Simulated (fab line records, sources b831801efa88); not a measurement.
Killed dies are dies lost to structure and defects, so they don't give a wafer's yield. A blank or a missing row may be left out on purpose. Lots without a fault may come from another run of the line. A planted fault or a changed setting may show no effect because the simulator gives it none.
Tool commonality check | flow sky130 | 12 lots, 36 wafers sampled

WHY IT WAS OPENED
At SKY_LDD_P_TW_MEAS_11 the reading LDD_P_TW is flagged on 2 of 12 lots. Wafers without a fault read 636, standard deviation 4.3.
Rule: a lot is flagged when every wafer of it that has a number lies more than 4 standard deviations from that mean, or none has a number. The other lots count as sound.

lot  | measured     | on            | LDD_P_TW, wafer by wafer | flag
L818 | day 18 13:05 | film_metro-03 | 630 629 632              |
L819 | day 19 05:51 | film_metro-02 | 633 634 634              |
L820 | day 20 15:36 | film_metro-03 | 635 634 635              |
L821 | day 21 03:11 | film_metro-03 | 635 632 630              |
L823 | day 21 23:20 | film_metro-04 | 647 646 645              |
L822 | day 21 23:40 | film_metro-02 | 635 629 632              |
L827 | day 22 08:26 | film_metro-04 | 540 539 536              | FLAGGED
L826 | day 22 09:15 | film_metro-04 | 640 637 637              |
L828 | day 23 00:33 | film_metro-03 | 533 534 531              | FLAGGED
L832 | day 24 10:47 | film_metro-03 | 631 629 631              |
L838 | day 26 20:00 | film_metro-02 | 634 630 631              |
L840 | day 27 00:10 | film_metro-03 | 637 635 637              |
The numbers of the flagged lots are 536 on average: -100 against the usual, or -23 standard deviations.

WHICH TOOL RAN EACH LOT
The record holds 1 process step before the reading, out of a route of 708 steps. In each cell: the tool, then ch and the chambers that the sampled wafers went through, then the start.
lot  | flag    | SKY_LDD_P_IMPLANT_09
L818 |         | implanter-02 ch 0, day 18 12:50
L819 |         | implanter-04 ch 0, day 19 05:38
L820 |         | implanter-04 ch 0, day 20 15:22
L821 |         | implanter-04 ch 0, day 21 02:56
L823 |         | implanter-02 ch 0, day 21 23:05
L822 |         | implanter-01 ch 0, day 21 23:26
L827 | FLAGGED | implanter-04 ch 0, day 22 08:11
L826 |         | implanter-01 ch 0, day 22 09:01
L828 | FLAGGED | implanter-04 ch 0, day 23 00:18
L832 |         | implanter-02 ch 0, day 24 10:34
L838 |         | implanter-04 ch 0, day 26 19:45
L840 |         | implanter-02 ch 0, day 26 23:57
What these steps do:
- SKY_LDD_P_IMPLANT_09
- SKY_LDD_P_TW_MEAS_11

FLAGGED OVER TOTAL, TOOL BY TOOL (the gauges that took the reading come last)
step                 | tool          | lots run | flagged | share of the flagged lots | sound lots run after its first flagged lot
SKY_LDD_P_IMPLANT_09 | implanter-01  | 2        | 0       | none                      | -
SKY_LDD_P_IMPLANT_09 | implanter-02  | 4        | 0       | none                      | -
SKY_LDD_P_IMPLANT_09 | implanter-04  | 6        | 2       | all                       | 1 (L838)
SKY_LDD_P_TW_MEAS_11 | film_metro-02 | 3        | 0       | none                      | -
SKY_LDD_P_TW_MEAS_11 | film_metro-03 | 6        | 1       | some                      | 2 (L832,L840)
SKY_LDD_P_TW_MEAS_11 | film_metro-04 | 3        | 1       | some                      | 1 (L826)

WHAT THE TABLE ALLOWS
1 row of the table ran every flagged lot: implanter-04 at SKY_LDD_P_IMPLANT_09.
- implanter-04 at SKY_LDD_P_IMPLANT_09: 2 of its 6 lots flagged. Sound lots ran on it after the first flagged one (L838), which a lasting fault on the whole tool wouldn't allow. Its own readings lie more than 4 standard deviations out on every wafer of the flagged lots: dose_ions_cm2, faraday_current_uA.
No row of the table ran every flagged lot and no sound lot after the first.

WHAT THE SIMULATOR HAD PUT IN
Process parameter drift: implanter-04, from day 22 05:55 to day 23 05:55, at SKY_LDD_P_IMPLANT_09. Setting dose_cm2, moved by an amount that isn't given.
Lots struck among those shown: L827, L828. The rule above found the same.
